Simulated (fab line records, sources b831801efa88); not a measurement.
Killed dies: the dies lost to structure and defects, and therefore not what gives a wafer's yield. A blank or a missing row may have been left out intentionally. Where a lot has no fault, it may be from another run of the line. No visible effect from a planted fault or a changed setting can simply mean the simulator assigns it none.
Problem report in the 8D (eight disciplines) form, filled by code -- flow gf180mcu -- the parts of the form that need people (team, actions taken, sign-off) are left out

== 1. THE PROBLEM ==
Wafers without a fault read 169.99, standard deviation 0.058; beamEnergyKeV at GF_LVPWELL_IMPLANT_08 reads a mean of 166.05 on 6 wafers belonging to 2 lots. That is -68 standard deviations from the usual mean.
Seen first at day 7 14:47 on implanter-04, wafer L164.1. At this step, 42 wafers from 14 lots have a number in the record. The rule behind "out" and "out of limits": a value lying over 4 standard deviations away from the usual mean. The rest of the wafers with a number are treated as sound.

== 2. WHAT THIS IS AND IS NOT ==
question,is,is not
which readings at this step,beamEnergyKeV,-
which lots,"L164, L165","L148, L151, L152, L153, L155, L159, L160, L161, L162, L163, L166, L171"
which wafers of those lots,all that have a number,-
read on which tools,implanter-04,"implanter-01, implanter-02"
when,from day 7 14:47,"up to then (30 sound wafers); but 6 sound wafers of L166, L171 came after"

== 3. WHAT RULES OUT EACH SUSPECT ==
Counting: a tool stays on the suspect list if, at a process step up to the reading, it processed all lots that are out and no sound lot following the first of them.
- implanter-04 at GF_LVPWELL_IMPLANT_08: kept. It processed each lot that is out, first L164 at day 7 14:47, and no sound lot thereafter; up to then, the last sound lot it processed was L162 at day 7 03:07. On those wafers its own readings are out: beamEnergyKeV.
After counting, what remains is implanter-04 at GF_LVPWELL_IMPLANT_08.

== 4. THE CAUSE (what the simulator had put in) ==
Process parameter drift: implanter-04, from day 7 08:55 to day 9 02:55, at GF_LVPWELL_IMPLANT_08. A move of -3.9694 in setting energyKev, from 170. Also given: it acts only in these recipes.
The count eliminated every tool but this one.

== 5. THE CHAIN OF EFFECTS, in route order ==
Each row: a reading whose mean over the struck wafers that have a number lies more than 3 standard deviations from the usual. Only readings whose record carries a usual standard deviation are examined. hours: median over the lots of the time between each lot's start at the first step of this table that gives one and its start at this step. sigmas: the change, counted in usual standard deviations.
hours,step,reading,usual,on struck wafers,change,sigmas
0,GF_LVPWELL_IMPLANT_08,beamEnergyKeV,169.99,166.05,-3.94,-68
Its process steps:
- GF_LVPWELL_IMPLANT_08
At these later measuring or inspecting steps, every struck wafer for which the step has a row has a number for every such reading, and none has moved that far: GF_VT_IMPLANT_TW_MEAS_32.

== 6. WHAT WOULD HAVE CAUGHT IT SOONER ==
In this record the first reading out of limits was taken at day 7 14:47, 6 hours after the fault began at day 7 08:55.
